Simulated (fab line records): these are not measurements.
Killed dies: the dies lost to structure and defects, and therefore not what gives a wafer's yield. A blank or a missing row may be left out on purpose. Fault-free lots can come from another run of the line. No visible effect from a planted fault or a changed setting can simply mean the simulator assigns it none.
A struck lot beside a sound one :: flow sfq line :: 21 steps out of a route of 325
Sound: wafers L194.1, L194.4, L194.6. Struck: wafer L188.6. (L188.4 of the same lot was not struck and is left out.) The cause comes at the end.
Order at every step that has rows: each side's tool, ch and its chambers, its first start. Under that, the readings that differ: sound wafers :: struck wafers :: difference of the means :: sigmas: that difference in standard deviations of wafers without a fault.
alike: words and numbers the same on both sides, and readings whose means are apart by under 2 such deviations; not compared: readings that were withheld, readings missing a value for some wafer, numbers with overlapping values and no deviation given by the record, and bounds like >300 which may hide the same value.
Wherever a step has rows on one side only, a row that says differs or no value, or a row with sigmas, the two part there. Numbers that have no deviation but don't overlap get no sigmas and don't part them. Lack of a reading on every wafer of one side parts them only where that side has two or more wafers.

first, 2 steps without rows for these wafers: SFQ_TRILAYER_M7_LITHO_PEB_180 (peb time 60 s); SFQ_TRILAYER_M7_LITHO_DEVELOP_179 (time 60 s).
SFQ_M7_OVL_MEAS_945:
  sound on overlay-01, day 87 17:01; struck on overlay-02, day 83 04:19
  alike: M7_OVL
then, 2 steps without rows for these wafers: SFQ_TRILAYER_M7_BARC_OPEN_METAL_ETCH_229 (etches BARC in O2, target depth 125 nm, time 41.7 s); SFQ_TRILAYER_M7_ETCH_METAL_ETCH_180 (etches Nb in Cl2/Ar, stops on SiO2, target depth 240 nm, time 120 s).
SFQ_TRILAYER_M7_STRIP_STRIP_181: strips in O2.
  sound on rie metal-02 ch 0,1, day 87 17:14; struck on rie metal-03 ch 1, day 83 04:44
  alike: drypump motor current A, oes product au, platen temp c
  not compared: rf hours counter h
then, 1 step without rows for these wafers: SFQ_TRILAYER_M7_STRIP_SOLV_CLEAN_182 (cleans in NMP, time 600 s).
SFQ_TRILAYER_I7_DEP_PECVD_183: deposits SiO2 from SiH4/N2O, time 111.11 s, target thk 500 nm.
  sound on pecvd-04 ch 1,2, day 87 18:00; struck on pecvd-04 ch 1, day 83 05:20
  alike: heater power w, throttle valve pct
SFQ_TRILAYER_I7_CMP_CMP_184: polishes SiO2.
  sound on cmp-01 ch 0,1,3, day 87 18:35; struck on cmp-02 ch 3, day 83 09:22
  alike: motor current A, time to endpoint s
SFQ_I7_BOW_MEAS_946:
  sound on film metro-02, day 87 21:05; struck on film metro-02, day 83 10:26
  alike: I7_BOW
then, 2 steps without rows for these wafers: SFQ_TRILAYER_I7_METRO_MEASURE_185; SFQ_TRILAYER_I7_VIA_LITHO_COAT_192 (resist thk 62 nm).
SFQ_TRILAYER_I7_VIA_LITHO_COAT_187: resist thk 650 nm.
  sound on litho track-04 ch 0, day 87 22:42; struck on litho track-04 ch 0, day 83 12:08
reading: model.KrF_of_TRILAYER_I7_VIA_LITHO_COAT_187.thk nm (nm)
sound: 648 651 649.1
struck: 598.8
difference: -50.6
sigmas: 
then, 4 steps without rows for these wafers: SFQ_TRILAYER_I7_VIA_LITHO_SOFTBAKE_191; SFQ_TRILAYER_I7_VIA_LITHO_EXPOSE_188 (exposes mask I7, target cd 1000 nm); SFQ_TRILAYER_I7_VIA_LITHO_PEB_190 (peb time 60 s); SFQ_TRILAYER_I7_VIA_LITHO_DEVELOP_189 (time 60 s).
-- the record jumps here: 4 days lie between the struck wafers' starts before and after --
SFQ_I7_OVL_MEAS_947:
  sound on overlay-01, day 91 07:47; struck on overlay-02, day 87 23:52
  alike: I7_OVL
SFQ_TRILAYER_I7_VIA_BARC_OPEN_VIA_ETCH_260: etches BARC in O2, target depth 125 nm, time 41.7 s.
  sound on rie diel-03 ch 0,1, day 91 07:49; struck on rie diel-02 ch 2, day 87 23:53
  alike: drypump motor current A, oes product au
  not compared: rf hours counter h
SFQ_TRILAYER_I7_VIA_ETCH_VIA_ETCH_190: etches SiO2 in CHF3, stops on Nb, target depth 260 nm.
  sound on rie diel-03 ch 0,1, day 91 07:51; struck on rie diel-02 ch 2, day 87 23:55
reading: model.KrF_of_TRILAYER_I7_VIA_LITHO_COAT_187.thk nm (nm)
sound: 525.4 529.6 527.8
struck: 478.5
difference: -49.1
sigmas: 
  alike: drypump motor current A, oes product au
SFQ_TRILAYER_I7_VIA_STRIP_STRIP_191: strips in O2.
  sound on rie metal-04 ch 0, day 91 07:58; struck on rie metal-04 ch 1, day 88 00:14
reading: oes product au (a.u.)
sound: 0.985 0.988 0.990
struck: 1.016
difference: +0.028
sigmas: +2
  alike: drypump motor current A, platen temp c
  not compared: rf hours counter h

== WHERE THEY PART ==
Only at SFQ_TRILAYER_I7_VIA_STRIP_STRIP_191, as far as this record shows.

WHY: whatever the simulator had introduced
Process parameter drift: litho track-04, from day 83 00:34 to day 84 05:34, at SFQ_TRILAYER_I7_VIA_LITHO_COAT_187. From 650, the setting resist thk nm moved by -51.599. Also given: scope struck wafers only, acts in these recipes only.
